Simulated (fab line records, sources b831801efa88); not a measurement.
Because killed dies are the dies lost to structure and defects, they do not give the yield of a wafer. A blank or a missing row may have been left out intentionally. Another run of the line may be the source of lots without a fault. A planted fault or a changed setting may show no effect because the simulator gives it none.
A lot that was struck, set against a sound lot    flow sky130    31 out of 708 route steps
Sound: these wafers, L225.1, L225.2, L225.4. The struck wafers were L224.1, L224.5, L224.6. Last of all comes the cause.
At each step with rows: each side's tool, then ch and its chambers, then its first start. Under that, the readings that differ: sound wafers    struck wafers    difference of the means    sigmas: that difference in standard deviations of wafers without a fault.
alike: readings whose means differ by less than 2 such deviations, and words and numbers that are the same on both sides. not compared: withheld readings, readings that some wafer has no value for, bounds like >300 that may hide the same value, and numbers for which the record gives no deviation and whose values overlap.
The two part at a step that has a row with sigmas, a row that says differs or no value, or rows on one side only. Numbers that don't overlap but have no deviation are shown without sigmas and don't part them. A reading missing from all wafers of one side parts the sides only when that side holds two or more wafers.

first, 1 step without rows for these wafers: SKY_NWELL_IMPLANT_13.
SKY_NWELL_STRIP_14: strips in O2/N2.
  sound on plasma_asher-03 ch 0,1, day 9 00:50; struck on plasma_asher-03 ch 0,1, day 8 17:05
  alike: chamber_pressure_mTorr, drypump_motor_current_A, o2_flow_sccm, oes_product_au, strip_time_to_endpoint_s
  not compared: rf_hours_counter_h
SKY_NWELL_TW_MEAS_15:
  sound: film_metro-03 at day 9 00:56; struck: film_metro-03 at day 8 17:11
  alike: NWELL_TW
then, 7 steps without rows for these wafers: SKY_NWELL_DEHYDRATE_16 (time 60 s); SKY_NWELL_HMDS_17 (prime time 60 s); SKY_NWELL_COAT_18 (resist thk 3000 nm); SKY_NWELL_SOFTBAKE_19; SKY_NWELL_EXPOSE_20 (exposes mask NWM COMPLEMENT, target cd 840 nm); SKY_NWELL_PEB_21; SKY_NWELL_DEVELOP_22 (develop time 60 s).
SKY_NWELL_OVL_MEAS_23:
  sound: overlay-01 at day 9 22:26; struck: overlay-01 at day 9 14:23
  alike: NWELL_01_OVL
then, 1 step without rows for these wafers: SKY_NWELL_IMPLANT_24.
SKY_NWELL_STRIP_25: strips in O2/N2.
  sound on plasma_asher-02 ch 0,1, day 9 22:38; struck on plasma_asher-03 ch 0,1, day 9 14:34
  no value came back on the struck wafers for any of 5 readings (chamber_pressure_mTorr (mTorr), drypump_motor_current_A (A) and others); on the sound wafers chamber_pressure_mTorr (mTorr) reads 1502.0 1502.2 1499.1
reading                                  sound  struck          difference  sigmas
model.coat_of_NWELL_COAT_18.thk_nm (nm)  0 0 0  3012 2997 2986  +2998       
  not compared: rf_hours_counter_h
SKY_NWELL_TW_MEAS_26:
  sound: film_metro-03 at day 9 22:44; struck: film_metro-01 at day 9 14:40
  alike: NWELL_2_TW
then, 1 step without rows for these wafers: SKY_NWELL_CLEAN_27 (cleans in SC1/SC2, time 150 s).
SKY_NWELL_RTA_28: time 30 s.
  sound on rtp_anneal-02 ch 0, day 9 22:50; struck on rtp_anneal-01 ch 0, day 9 14:46
  alike: lamp_power_pct, wafer_temp_C_max
SKY_NWELL_RS_MEAS_29: uses a four-point probe to measure.
  sound: film_metro-02 at day 9 22:56; struck: film_metro-02 at day 9 14:52
  alike: NWELL_RS
SKY_NWELL_RS_MEAS_31: uses a four-point probe to measure.
  sound: film_metro-02 at day 9 23:11; struck: film_metro-02 at day 9 15:07
  alike: PWDE_RS
then, 7 steps without rows for these wafers: SKY_VT_ADJUST_HVTP_DEHYDRATE_00 (time 60 s); SKY_VT_ADJUST_HVTP_HMDS_01 (prime time 60 s); SKY_VT_ADJUST_HVTP_COAT_02 (resist thk 1140 nm); SKY_VT_ADJUST_HVTP_SOFTBAKE_03 (time 60 s); SKY_VT_ADJUST_HVTP_EXPOSE_04 (exposes mask HVTPM, target cd 380 nm); SKY_VT_ADJUST_HVTP_PEB_05; SKY_VT_ADJUST_HVTP_DEVELOP_06 (develop time 60 s).
SKY_VT_ADJUST_HVTP_CD_MEAS_07: the cd target is 380 nm.
  sound: cd_sem-02 at day 10 21:58; struck: cd_sem-01 at day 10 13:44
reading     sound              struck             difference  sigmas
cd_nm (nm)  385.2 383.6 384.0  379.8 376.6 375.0  -7.1        -3
SKY_VT_ADJUST_HVTP_OVL_MEAS_08:
  sound: overlay-02 at day 10 22:05; struck: overlay-01 at day 10 13:51
reading                  sound        struck          difference  sigmas
VT_ADJUST_HVTP_OVL (nm)  0.7 0.4 1.2  -3.9 -2.5 -2.3  -3.7        -3
then, 1 step without rows for these wafers: SKY_VT_ADJUST_HVTP_IMPLANT_09.
SKY_VT_ADJUST_HVTP_STRIP_10: strips in O2/N2.
  sound on plasma_asher-03 ch 0,1, day 10 22:16; struck on plasma_asher-03 ch 0,1, day 10 14:02
reading                       sound              struck             difference  sigmas
oes_product_au (a.u.)         0.711 0.708 0.719  0.725 0.738 0.735  +0.020      +4
strip_time_to_endpoint_s (s)  14.17 14.21 14.15  58.92 58.70 58.57  +44.55      +99 or more
  alike: chamber_pressure_mTorr, drypump_motor_current_A, o2_flow_sccm
  not compared: rf_hours_counter_h
SKY_VT_ADJUST_HVTP_TW_MEAS_11:
  sound: film_metro-02 at day 10 22:22; struck: film_metro-04 at day 10 14:25
reading            sound           struck    difference  sigmas
VT_ADJUST_HVTP_TW  1362 1366 1365  29 29 29  -1335       -99 or more
  not compared: hold
SKY_PAD_OPEN_PROBE_99:
  the record has rows for the sound wafers here (prober-01, day 50 19:10) and none for the struck ones

== WHERE THEY PART ==
First at SKY_NWELL_STRIP_25; last, within this record, at SKY_PAD_OPEN_PROBE_99.

WHY: whatever the simulator had introduced
Beginning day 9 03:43, the whole step at SKY_NWELL_STRIP_25 was skipped on plasma_asher-03. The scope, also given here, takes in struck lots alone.
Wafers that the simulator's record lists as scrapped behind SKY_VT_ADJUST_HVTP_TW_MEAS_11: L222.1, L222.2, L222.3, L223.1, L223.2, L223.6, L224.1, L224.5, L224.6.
